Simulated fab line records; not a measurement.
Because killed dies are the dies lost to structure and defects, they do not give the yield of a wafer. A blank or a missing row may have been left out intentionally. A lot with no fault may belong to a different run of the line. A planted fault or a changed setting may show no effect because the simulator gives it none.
The tool behind it: which one? | flow sky130 | at 1 step of a route of 708, 6 lots with 17 wafers sampled

## WHAT EACH GAUGE READ, for each wafer
SKY_POLY_CUT_OVL_MEAS_09.
lot  | measured     | on         | POLY_CUT_OVL (nm)
L757 | day 24 22:11 | overlay-02 | -3 -10 -9
L764 | day 27 11:38 | overlay-02 | 9 -3
L766 | day 28 05:13 | overlay-02 | -11 -3 -2
L771 | day 31 01:02 | overlay-01 | -6 -12 -4
L773 | day 31 11:31 | overlay-02 | -10 -11 -12
L777 | day 31 22:53 | overlay-02 | -18 -15 -15

## WHAT TOOL EACH LOT RAN ON (gives the tool, then ch and the chambers of the sampled wafers, and finally the start)
Record: no process step prior to these readings.

## THE ANSWER, worked out from the rows above alone
Rule: the lots themselves supply what counts as usual. Put in order of their means at a reading, lots are off if they are a third of the lots or fewer, leave a main group of 4 or more, and stand apart from it by a gap of 3 or more times the standard deviation of the main group's means; of several such gaps the widest counts. If all means in a main group match to the digits the tables above print for the reading, that group is not used. Also off: a lot with no number at a reading for which 4 or more lots have one. All remaining lots with rows at the step are treated as sound.
None of the lots is off at any reading shown; this tells nothing.

## WHAT THE SIMULATOR HAD INSERTED
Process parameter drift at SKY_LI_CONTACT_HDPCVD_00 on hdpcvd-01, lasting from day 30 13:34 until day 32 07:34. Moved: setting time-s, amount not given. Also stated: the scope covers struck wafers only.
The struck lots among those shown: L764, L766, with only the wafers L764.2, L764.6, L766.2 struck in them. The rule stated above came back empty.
